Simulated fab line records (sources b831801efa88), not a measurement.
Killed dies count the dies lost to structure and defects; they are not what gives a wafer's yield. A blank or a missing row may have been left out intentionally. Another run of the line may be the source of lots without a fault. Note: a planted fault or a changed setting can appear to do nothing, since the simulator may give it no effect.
Which tool did it? ; flow gf180mcu ; 6 lots with 18 wafers sampled at 2 steps, on a route of 602 steps

WHAT THE GAUGES READ, wafer by wafer
GF_POLY_GATE_THK_MEAS_17.
lot;measured;on;POLY_GATE_OXIDATION_THK (nm)
L938;day 9 13:35;film metro-04;4.04 4.11 4.09
L942;day 11 09:37;film metro-04;4.07 4.02 3.96
L952;day 14 02:15;film metro-04;4.04 4.03 4.00
L955;day 14 21:41;film metro-03;4.00 4.06 4.03
L957;day 15 06:18;film metro-04;4.08 4.03 4.08
L959;day 15 19:31;film metro-04;3.98 4.00 4.00

EACH LOT AND THE TOOL THAT RAN IT (in order: tool; ch and the chambers of the sampled wafers; start)
lot;GF_VT_IMPLANT_STRIP_31
L938;plasma asher-03 ch 0,1, day 7 05:16
L942;plasma asher-04 ch 0,1, day 8 14:50
L952;plasma asher-03 ch 0,1, day 11 04:59
L955;plasma asher-01 ch 0,1, day 11 23:23
L957;plasma asher-03 ch 0,1, day 12 10:05
L959;plasma asher-04 ch 0,1, day 12 22:38
- GF_VT_IMPLANT_STRIP_31: strips in O2/N2.

THE ANSWER, worked out from the rows above alone
Rule: the lots themselves supply what counts as usual. Put in order of their means at a reading, lots are off if they are a third of the lots or fewer, leave a main group of 4 or more, and stand apart from it by a gap of 3 or more times the standard deviation of the main group's means; of several such gaps the widest counts. A main group whose means are all the same, to the digits that the tables above print for the reading, isn't used. Also off: a lot with no number at a reading for which 4 or more lots have one. The other lots that the step has rows for count as sound.
None of the lots is off at any reading shown; this tells nothing.

WHAT HAD BEEN PUT IN BY THE SIMULATOR
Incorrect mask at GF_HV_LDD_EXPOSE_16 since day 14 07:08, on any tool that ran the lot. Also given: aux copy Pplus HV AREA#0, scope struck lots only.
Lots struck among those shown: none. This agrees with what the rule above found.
